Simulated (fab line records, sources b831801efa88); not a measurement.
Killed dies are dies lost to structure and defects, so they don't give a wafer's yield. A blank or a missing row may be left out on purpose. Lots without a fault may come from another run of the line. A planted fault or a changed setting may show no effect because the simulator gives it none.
Chamber matching | flow gf180mcu | GF_CONTACT_CMP_04 on cmp-02: 4 sister chambers
The step polishes SiO2. 4 wafers are shown with their chamber, then 9 later ones without.

WAFERS WITH THEIR CHAMBER
wafer  | chamber | motor_current_A (A)
L991.3 | 1       | 12.3
L995.5 | 2       | 13.5
L996.2 | 3       | 13.9
L996.6 | 0       | 12.8

WAFERS WITHOUT THEIR CHAMBER
wafer  | motor_current_A (A)
L997.1 | 14.2
L997.3 | 13.0
L997.4 | 12.8
L999.1 | 13.5
L999.4 | 13.9
L999.6 | 13.6
L100.2 | 12.9
L100.4 | 13.2
L100.5 | 13.6

WHICH CHAMBER EACH WENT THROUGH
wafer  | from the rows above     | in truth
L997.1 | 3                       | 3
L997.3 | can't be placed: 0 or 2 | 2
L997.4 | 0                       | 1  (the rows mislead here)
L999.1 | 2                       | 2
L999.4 | 3                       | 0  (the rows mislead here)
L999.6 | can't be placed: 2 or 3 | 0
L100.2 | 0                       | 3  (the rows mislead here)
L100.4 | can't be placed: 2 or 0 | 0
L100.5 | can't be placed: 2 or 3 | 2
Placed correctly: 2 of 9. Can't be placed from these rows: 4 (the true chamber is among the candidates in 3). Placed wrongly: 3.
How it was worked out, from the rows above alone: a wafer's distance from a chamber is the root of the sum, over the readings, of the square of ((its reading less the chamber's mean) divided by the reading's scatter). The wafer belongs to the nearest chamber; if the next one is less than 2 further off, it can't be placed. A chamber's mean is the mean of its shown wafers. The scatter: with one shown wafer a chamber, the root of the mean of the squares of how far each hidden wafer lies from its nearest shown one.
